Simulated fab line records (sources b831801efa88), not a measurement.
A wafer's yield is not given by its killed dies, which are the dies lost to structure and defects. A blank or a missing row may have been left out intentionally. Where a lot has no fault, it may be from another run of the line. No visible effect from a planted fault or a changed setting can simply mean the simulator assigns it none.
The tool behind it: which one? | flow sky130 | 24 lots, 72 wafers sampled, at 5 steps of a route of 708

== WHAT EACH GAUGE READ, for each wafer ==
SKY_NWELL_OVL_MEAS_23. Usual: NWELL_01_OVL typically reads 1.1 nm, with standard deviation 1.3.
lot  | measured     | on         | NWELL_01_OVL (nm) | flag
L074 | day 5 09:02  | overlay-02 | 0.1 1.7 0.6       |
L075 | day 5 15:59  | overlay-02 | 2.6 1.0 2.7       |
L076 | day 5 20:05  | overlay-01 | 1.7 1.7 0.5       |
L077 | day 6 00:47  | overlay-01 | 0.6 -0.6 1.3      |
L078 | day 6 09:50  | overlay-02 | -0.1 2.6 3.2      |
L079 | day 6 12:47  | overlay-02 | 1.4 0.6 1.3       |
L080 | day 6 17:20  | overlay-01 | 0.1 -2.0 0.2      |
L081 | day 6 22:41  | overlay-01 | 2.6 -0.1 1.4      |
L082 | day 7 08:50  | overlay-01 | 0.4 1.0 1.7       |
L083 | day 7 13:44  | overlay-01 | 1.4 -3.1 2.0      |
L084 | day 7 20:20  | overlay-01 | 2.6 -0.6 -0.4     |
L085 | day 7 23:47  | overlay-01 | 0.7 1.0 0.6       |
L086 | day 8 07:29  | overlay-01 | 1.2 0.6 1.8       |
L087 | day 8 12:35  | overlay-02 | 0.3 1.8 -0.3      |
L088 | day 8 18:33  | overlay-02 | 1.0 2.0 -0.3      |
L089 | day 9 01:20  | overlay-02 | 2.5 2.8 1.7       |
L090 | day 9 08:02  | overlay-01 | 1.2 0.7 1.3       |
L091 | day 9 15:06  | overlay-02 | 0.6 0.7 1.1       |
L092 | day 9 23:26  | overlay-01 | 1.3 0.8 0.9       |
L093 | day 10 00:50 | overlay-01 | -1.0 2.3 1.2      |
L094 | day 10 09:20 | overlay-01 | 3.7 3.4 4.4       |
L095 | day 10 14:44 | overlay-02 | 0.8 1.2 -0.9      |
L096 | day 10 19:59 | overlay-02 | 1.4 1.1 0.7       |
L097 | day 11 01:38 | overlay-02 | 2.4 0.5 0.9       |

SKY_NWELL_RS_MEAS_31: the measuring method here is four-point-probe. Usual: PWDE_RS typically reads 5274 ohm/sq, with standard deviation 17.
lot  | measured     | on            | PWDE_RS (ohm/sq) | flag
L074 | day 5 09:46  | film_metro-01 | 5278 5282 5277   |
L075 | day 5 16:45  | film_metro-03 | 5285 5259 5289   |
L076 | day 5 20:49  | film_metro-01 | 5260 5282 5293   |
L077 | day 6 01:31  | film_metro-03 | 5286 5254 5266   |
L078 | day 6 10:34  | film_metro-03 | 5276 5289 5252   |
L079 | day 6 13:32  | film_metro-01 | 5248 5267 5253   |
L080 | day 6 18:04  | film_metro-01 | 5262 5266 5264   |
L081 | day 6 23:25  | film_metro-02 | 5293 5288 5303   |
L082 | day 7 09:36  | film_metro-01 | 5272 5275 5278   |
L083 | day 7 14:29  | film_metro-01 | 5270 5252 5253   |
L084 | day 7 21:04  | film_metro-02 | 5264 5261 5275   |
L085 | day 8 00:32  | film_metro-01 | 5287 5280 5262   |
L086 | day 8 08:13  | film_metro-01 | 5306 5295 5285   |
L087 | day 8 13:20  | film_metro-02 | 5257 5274 5269   |
L088 | day 8 19:19  | film_metro-03 | 5305 5292 5315   |
L089 | day 9 02:08  | film_metro-01 | 5304 5286 5284   |
L090 | day 9 08:47  | film_metro-03 | 5279 5264 5279   |
L091 | day 9 15:53  | film_metro-01 | 5263 5266 5285   |
L092 | day 10 00:10 | film_metro-01 | 5263 5264 5272   |
L093 | day 10 01:35 | film_metro-03 | 5291 5288 5303   |
L094 | day 10 10:04 | film_metro-02 | 5252 5240 5242   |
L095 | day 10 15:28 | film_metro-01 | 5273 5263 5244   |
L096 | day 10 20:46 | film_metro-01 | 5273 5248 5231   |
L097 | day 11 02:23 | film_metro-02 | 5259 5274 5286   |

SKY_VT_ADJUST_HVTP_TW_MEAS_11. Usual: VT_ADJUST_HVTP_TW typically reads 1353, with standard deviation 12.
lot  | measured     | on            | VT_ADJUST_HVTP_TW | flag
L074 | day 6 04:32  | film_metro-04 | 1371 1376 1377    |
L075 | day 6 11:52  | film_metro-03 | 1339 1346 1348    |
L076 | day 6 15:33  | film_metro-02 | 1356 1357 1360    |
L077 | day 6 20:22  | film_metro-03 | 1344 1346 1354    |
L078 | day 7 05:11  | film_metro-02 | 1350 1352 1349    |
L079 | day 7 08:17  | film_metro-03 | 1347 1341 1344    |
L080 | day 7 13:22  | film_metro-02 | 1337 1341 1345    |
L081 | day 7 19:23  | film_metro-02 | 1338 1346 1342    |
L082 | day 8 05:57  | film_metro-04 | 1376 1375 1371    |
L083 | day 8 10:32  | film_metro-03 | 1346 1346 1344    |
L084 | day 8 17:44  | film_metro-04 | 1369 1384 1377    |
L085 | day 8 21:15  | film_metro-03 | 1351 1343 1344    |
L086 | day 9 06:02  | film_metro-02 | 1355 1349 1359    |
L087 | day 9 11:05  | film_metro-02 | 1341 1352 1348    |
L088 | day 9 17:36  | film_metro-04 | 1386 1387 1384    |
L089 | day 10 00:10 | film_metro-03 | 1344 1350 1347    |
L090 | day 10 07:14 | film_metro-02 | 1349 1349 1343    |
L091 | day 10 14:40 | film_metro-03 | 1344 1349 1348    |
L092 | day 10 23:28 | film_metro-03 | 1342 1349 1342    |
L093 | day 11 01:08 | film_metro-04 | 1359 1361 1359    |
L094 | day 11 09:11 | film_metro-02 | 1348 1344 1353    |
L095 | day 11 14:50 | film_metro-02 | 1350 1349 1355    |
L096 | day 11 20:24 | film_metro-03 | 1355 1352 1357    |
L097 | day 12 01:32 | film_metro-03 | 1354 1363 1351    |

SKY_GATE_OXIDE_OVL_MEAS_10. Usual: GATE_OXIDE_OVL typically reads 0.2 nm, with standard deviation 1.2.
lot  | measured     | on         | GATE_OXIDE_OVL (nm) | flag
L074 | day 14 00:23 | overlay-01 | 0.3 -0.2 0.2        |
L075 | day 14 07:54 | overlay-02 | -0.9 0.4 -3.3       |
L076 | day 14 14:20 | overlay-01 | -0.8 0.5 -0.1       |
L077 | day 14 19:19 | overlay-01 | -0.6 0.2 -1.0       |
L078 | day 15 07:10 | overlay-02 | -0.7 0.2 -1.3       |
L079 | day 15 10:29 | overlay-01 | -1.1 -0.5 0.2       |
L080 | day 15 18:31 | overlay-02 | 0.3 0.9 1.5         |
L081 | day 16 03:35 | overlay-01 | 2.5 1.7 0.6         |
L082 | day 16 19:44 | overlay-01 | -0.2 1.2 0.9        |
L083 | day 16 23:23 | overlay-02 | 0.2 0.8 -0.4        |
L084 | day 17 09:56 | overlay-02 | 0.1 -0.8 -1.3       |
L085 | day 17 14:02 | overlay-02 | -1.9 -1.8 -0.8      |
L086 | day 18 04:20 | overlay-02 | -1.4 0.8 -0.8       |
L087 | day 18 10:23 | overlay-02 | 1.3 -0.3 -1.0       |
L088 | day 18 19:21 | overlay-02 | 3.3 1.1 2.1         |
L089 | day 19 05:42 | overlay-01 | 0.0 -0.5 0.1        |
L090 | day 19 14:23 | overlay-02 | 1.5 -0.3 0.2        |
L091 | day 20 02:00 | overlay-01 | 1.9 0.5 -0.9        |
L092 | day 20 09:58 | overlay-01 | -0.4 0.8 2.1        |
L093 | day 20 15:08 | overlay-01 | 1.4 1.2 -0.9        |
L094 | day 21 01:53 | overlay-02 | 4.0 1.1 0.9         |
L095 | day 21 07:59 | overlay-02 | 1.1 1.7 -1.1        |
L096 | day 21 15:50 | overlay-01 | 0.2 -0.5 -2.3       |
L097 | day 21 18:56 | overlay-02 | 0.9 1.0 1.7         |

SKY_POLY_GATE_CD_MEAS_22. Usual: cd_nm at 149 nm, with a standard deviation of 3.2.
lot  | measured     | on        | cd_nm (nm)  | flag
L074 | day 16 15:51 | cd_sem-02 | 148 142 145 |
L075 | day 17 02:10 | cd_sem-02 | 150 149 147 |
L076 | day 17 07:10 | cd_sem-02 | 150 152 147 |
L077 | day 17 17:41 | cd_sem-01 | 153 154 150 |
L078 | day 18 03:51 | cd_sem-02 | 150 153 151 |
L079 | day 18 07:24 | cd_sem-01 | 150 155 153 |
L080 | day 18 16:08 | cd_sem-01 | 146 143 147 |
L081 | day 19 01:55 | cd_sem-01 | 149 153 152 |
L082 | day 19 18:19 | cd_sem-01 | 148 153 149 |
L083 | day 19 20:54 | cd_sem-01 | 151 148 146 |
L084 | day 20 06:12 | cd_sem-01 | 149 151 151 |
L085 | day 20 15:46 | cd_sem-01 | 153 147 152 |
L086 | day 21 01:47 | cd_sem-02 | 150 153 148 |
L087 | day 21 09:13 | cd_sem-01 | 151 147 151 |
L088 | day 21 17:42 | cd_sem-02 | 153 152 155 |
L089 | day 22 04:04 | cd_sem-02 | 144 147 142 |
L090 | day 22 10:19 | cd_sem-02 | 149 152 148 |
L091 | day 22 23:34 | cd_sem-01 | 144 146 148 |
L092 | day 23 08:49 | cd_sem-01 | 149 147 149 |
L093 | day 23 12:35 | cd_sem-01 | 150 149 151 |
L094 | day 23 21:29 | cd_sem-02 | 149 148 146 |
L095 | day 24 04:14 | cd_sem-01 | 148 151 150 |
L096 | day 24 10:29 | cd_sem-02 | 150 150 156 |
L097 | day 24 13:55 | cd_sem-01 | 150 151 149 |

== TOOL THAT RAN EACH LOT (tool first, then ch and the chambers of the sampled wafers, then the start) ==
Before these readings, the record contains no process step.

== WHAT THE TOOLS THEMSELVES READ (means of the sampled wafers that have a number; where no wafer has one, the mark that the record gives instead) ==
The record holds no such reading with a usual standard deviation.

== THE ANSWER, worked out from the rows above alone ==
Rule: take the mean of a lot's wafers that have a number; if it is more than 3 standard deviations from the usual mean, the lot is off. A lot without any number at a reading at which 4 lots or more have one is off too. Where the step has rows for the other lots, those lots are counted as sound. Order of review: gauges by route order, followed by the tools' own readings, for which a lot's mean as printed above is used. The first step at which some lot is off is used, and at that step the reading that is off furthest; a lot without a number counts as furthest.
Nothing can be told from this: no lot is off at any reading shown.

== WHAT THE SIMULATOR HAD PUT IN ==
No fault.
